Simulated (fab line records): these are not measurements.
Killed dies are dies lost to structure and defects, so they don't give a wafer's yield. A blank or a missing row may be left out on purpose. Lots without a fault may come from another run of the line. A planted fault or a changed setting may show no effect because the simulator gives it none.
Chamber matching | flow gf180mcu | rie-diel-02 running GF_STI_ETCH_13: 4 sister chambers
The step etches the open film in CHF3/O2, stops on Si, target depth 282.31 nm, time 112.9 s. 4 wafers are shown with their chamber, then 7 later ones without.

## WAFERS PAIRED WITH THEIR CHAMBERS
wafer  | chamber | drypump-motor-current-A (A)
L536.3 | 1       | 5.0
L537.1 | 0       | 6.4
L539.2 | 3       | 6.0
L539.4 | 2       | 5.3

## WAFERS WITHOUT THEIR CHAMBER
wafer  | drypump-motor-current-A (A)
L539.6 | 5.4
L547.1 | 5.0
L547.3 | 5.3
L547.4 | 6.4
L548.1 | 6.0
L548.2 | 5.4
L548.5 | 6.0

## WHICH CHAMBER EACH WENT THROUGH
wafer  | from the rows above | in truth
L539.6 | 2                   | 2
L547.1 | 1                   | 1
L547.3 | 2                   | 2
L547.4 | 0                   | 0
L548.1 | 3                   | 3
L548.2 | 2                   | 2
L548.5 | 3                   | 3
7 of 7 placed correctly. From these rows, 0 cannot be placed. Placed wrongly: 0.
How it was worked out, from the rows above alone: a wafer's distance from a chamber is the root of the sum, over the readings, of the square of ((its reading less the chamber's mean) divided by the reading's scatter). The wafer belongs to the nearest chamber; if the next one is less than 2 further off, it can't be placed. The mean given for a chamber averages the wafers shown for that chamber. The scatter: with one shown wafer a chamber, the root of the mean of the squares of how far each hidden wafer lies from its nearest shown one.
